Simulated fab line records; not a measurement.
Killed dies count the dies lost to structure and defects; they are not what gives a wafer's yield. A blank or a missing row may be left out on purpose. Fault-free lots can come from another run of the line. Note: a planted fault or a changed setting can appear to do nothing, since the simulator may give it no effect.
Chamber matching -- flow gf180mcu -- rie-si-02 running GF_STI_ETCH_14: 4 sister chambers
The step etches Si in HBr/Cl2/O2, target depth 360 nm, time 102.9 s. 16 wafers are shown with their chamber, then 8 later ones without.

EACH WAFER AND ITS CHAMBER
wafer,chamber,drypump-motor-current-A (A),oes-product-au (a.u.),rf-fwd-power-W (W)
L443.1,2,4.9,1.003,599.0
L443.2,1,6.6,0.993,599.6
L443.5,0,6.3,0.998,598.3
L445.1,3,5.5,1.018,591.9
L445.3,1,6.6,0.992,596.6
L445.4,0,6.3,1.005,596.3
L448.2,1,6.6,0.985,595.5
L448.3,3,5.4,0.998,597.5
L448.5,1,6.6,0.979,594.9
L450.1,1,6.6,0.975,598.3
L450.3,0,6.4,1.013,597.1
L450.6,2,5.0,1.000,599.3
L458.1,3,5.4,0.998,593.8
L458.2,1,6.6,0.989,596.2
L458.6,0,6.3,1.003,597.1
L460.1,0,6.3,1.000,593.2

SIGNATURES, as means of the wafers listed above
reading,chamber 0,chamber 1,chamber 2,chamber 3,scatter within a chamber
drypump-motor-current-A,6.320,6.600,4.950,5.433,0.0405
oes-product-au,1.00380,0.98550,1.00150,1.00467,0.00747
rf-fwd-power-W,596.400,596.850,599.150,594.400,1.98
Rule: for each reading, subtract the chamber's mean from the wafer's reading, divide by that reading's scatter and square the result; add these up over the readings and take the root, which gives the wafer's distance from the chamber. If the next closest chamber is less than 2 further off than the closest, the wafer can't be placed; otherwise it belongs to the closest. The scatter: the root of (the sum of the squares of (reading less its chamber's mean) over the shown wafers, divided by (wafers less chambers)).

WAFERS MISSING THEIR CHAMBER
wafer,drypump-motor-current-A (A),oes-product-au (a.u.),rf-fwd-power-W (W)
L460.3,4.9,1.009,601.9
L460.6,5.0,1.007,603.2
L461.3,4.9,1.009,596.4
L461.4,6.6,0.983,598.4
L461.6,6.6,0.978,598.2
L463.1,6.3,1.015,594.7
L463.4,6.6,0.971,593.9
L463.5,6.6,0.998,599.9

THE CHAMBER EACH PASSED THROUGH
wafer,from the rows above,in truth
L460.3,2,2
L460.6,2,2
L461.3,2,2
L461.4,1,1
L461.6,1,1
L463.1,0,0
L463.4,1,1
L463.5,1,1
Correctly placed: 8 of 8. Number that these rows cannot place: 0. Wrongly placed: 0.
